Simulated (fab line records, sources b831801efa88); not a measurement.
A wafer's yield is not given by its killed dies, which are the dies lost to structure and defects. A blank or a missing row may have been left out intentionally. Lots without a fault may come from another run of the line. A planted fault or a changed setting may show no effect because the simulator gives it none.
2 desks looking at one fault | flow gf180mcu | every desk sees just its own numbers, and what lay behind them comes last

FOR THE TOOL OWNER'S DESK: rieDiel-03
The tool's own readings at GF_HV_LDD_ETCHBACK_58 (etches Si3N4 in CH3F/O2, stops on SiO2, time 100 s, target depth 90 nm): means of the sampled wafers that have a number, for each lot that ran on this tool. If a lot's mean is further than 4 standard deviations from the usual mean, the lot is out of limits and carries the mark OUT (the distance appears in the brackets).
Columns: A = drypumpMotorCurrentA at GF_HV_LDD_ETCHBACK_58, usual 5.9 A; B = oesProductAu at GF_HV_LDD_ETCHBACK_58, usual 0.841 a.u.; C = throttleValvePct at GF_HV_LDD_ETCHBACK_58, usual 10.560 %
lot  | first seen here | A   | B     | C
L478 | day 12 23:58    | 6.1 | 0.838 | 10.559
L483 | day 15 04:35    | 6.2 | 0.846 | 10.564
L482 | day 15 14:28    | 6.2 | 0.843 | 10.560
L490 | day 17 11:55    | 6.1 | 0.845 | 10.564
L494 | day 18 17:17    | 5.9 | 0.845 | 10.560
This desk's finding: nothing out of limits on any of the 5 lots.

FROM THE METROLOGY DESK
Lot by lot, what the gauges showed, no matter which tool ran the lot: averages of those sampled wafers that carry a number. If a lot's mean is further than 4 standard deviations from the usual mean, the lot is out of limits and carries the mark OUT (the distance appears in the brackets).
Columns: A = V5_CVD_02_THK at GF_V5_THK_MEAS_03, usual 1452 nm
lot  | first seen here | A
L476 | day 26 01:16    | 1450
L478 | day 26 22:33    | 1461
L479 | day 27 11:18    | 1441
L481 | day 28 05:04    | 1440
L480 | day 28 07:32    | 1441
L483 | day 28 19:32    | 1475
L482 | day 29 09:49    | 1452
L484 | day 29 14:10    | 1457
L490 | day 31 06:01    | 1450
L494 | day 31 22:36    | 1442
L495 | day 32 02:08    | 1426
L497 | day 32 13:16    | 1452
L498 | day 32 18:28    | 1458
L499 | day 33 06:11    | 1452
This desk's finding: nothing out of limits on any of the 14 lots.

ALL TOGETHER
The tool owner's desk saw nothing out of limits.
At the metrology desk, nothing out of limits was observed.

WHAT WAS PUT IN BY THE SIMULATOR
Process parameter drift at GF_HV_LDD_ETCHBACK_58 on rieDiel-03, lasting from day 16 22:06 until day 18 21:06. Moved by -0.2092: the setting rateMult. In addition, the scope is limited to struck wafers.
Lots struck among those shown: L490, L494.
